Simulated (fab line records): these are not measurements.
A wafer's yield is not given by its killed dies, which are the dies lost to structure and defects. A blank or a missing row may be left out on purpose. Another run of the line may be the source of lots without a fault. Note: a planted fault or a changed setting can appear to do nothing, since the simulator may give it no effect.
Chamber matching    flow sky130    rie-diel-03 running SKY_SPACER_ETCHBACK_02: 4 sister chambers
The step etches Si3N4 in CH3F/O2, stops on SiO2, time 46.7 s, target depth 45 nm. 4 wafers are shown with their chamber, then 7 later ones without.

EACH WAFER AND ITS CHAMBER
wafer   chamber  drypump-motor-current-A (A)
L604.5  1        5.6
L604.6  2        6.3
L606.2  0        5.6
L606.3  3        5.3

WAFERS WHOSE CHAMBER IS MISSING
wafer   drypump-motor-current-A (A)
L606.5  5.6
L608.1  5.7
L608.3  5.4
L608.4  6.3
L614.2  6.4
L614.5  6.4
L614.6  5.4

WHICH CHAMBER EACH WENT THROUGH
wafer   from the rows above           in truth
L606.5  can't be placed: 0 or 1       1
L608.1  can't be placed: 0 or 1       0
L608.3  can't be placed: 3 or 0 or 1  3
L608.4  2                             2
L614.2  2                             2
L614.5  2                             2
L614.6  can't be placed: 3 or 0 or 1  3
Correct placement for 3 of the 7. Can't be placed from these rows: 4 (the true chamber is among the candidates in 4). 0 placed wrongly.
How it was worked out, from the rows above alone: a wafer's distance from a chamber is the root of the sum, over the readings, of the square of ((its reading less the chamber's mean) divided by the reading's scatter). If the next closest chamber is less than 2 further off than the closest, the wafer can't be placed; otherwise it belongs to the closest. The mean given for a chamber averages the wafers shown for that chamber. The scatter: root of mean squared gap, hidden wafer to nearest shown wafer, with one shown wafer a chamber.
